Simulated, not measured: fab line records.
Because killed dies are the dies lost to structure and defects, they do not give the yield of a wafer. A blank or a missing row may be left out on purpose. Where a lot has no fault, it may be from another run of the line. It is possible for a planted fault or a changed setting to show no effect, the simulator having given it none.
Matching of chambers / flow sfq_line / 3 sister chambers for SFQ_TRILAYER_I4_DEP_PECVD_099 on pecvd-04
The step deposits SiO2 from SiH4/N2O, time 111.11 s, target thk 500 nm. 3 wafers are shown with their chamber, then 8 later ones without.

== EACH WAFER AND ITS CHAMBER ==
wafer=L626.3; chamber=2; heater_power_w (W)=71
wafer=L631.4; chamber=0; heater_power_w (W)=107
wafer=L639.3; chamber=1; heater_power_w (W)=82

== WAFERS WITH NO CHAMBER GIVEN ==
wafer=L639.5; heater_power_w (W)=86
wafer=L639.6; heater_power_w (W)=67
wafer=L642.2; heater_power_w (W)=93
wafer=L642.5; heater_power_w (W)=74
wafer=L642.6; heater_power_w (W)=97
wafer=L645.1; heater_power_w (W)=95
wafer=L645.5; heater_power_w (W)=95
wafer=L645.6; heater_power_w (W)=112

== WHICH CHAMBER EACH ONE RAN IN ==
wafer=L639.5; from the rows above=can't be placed: 1 or 2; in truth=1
wafer=L639.6; from the rows above=can't be placed: 2 or 1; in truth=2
wafer=L642.2; from the rows above=can't be placed: 1 or 0 or 2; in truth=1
wafer=L642.5; from the rows above=can't be placed: 2 or 1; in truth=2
wafer=L642.6; from the rows above=can't be placed: 0 or 1 or 2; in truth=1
wafer=L645.1; from the rows above=can't be placed: 0 or 1 or 2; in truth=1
wafer=L645.5; from the rows above=can't be placed: 0 or 1 or 2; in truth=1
wafer=L645.6; from the rows above=0; in truth=0
Placed correctly: 1 of 8. These rows do not allow placing 7 (true chamber among the candidates in 7). Wrongly placed: 0.
How it was worked out, from the rows above alone: a wafer's distance from a chamber is the root of the sum, over the readings, of the square of ((its reading less the chamber's mean) divided by the reading's scatter). If the next closest chamber is less than 2 further off than the closest, the wafer can't be placed; otherwise it belongs to the closest. A chamber's mean is the mean of its shown wafers. The scatter (one wafer shown for each chamber): square how far every hidden wafer sits from the nearest shown wafer, average those squares and take the square root.
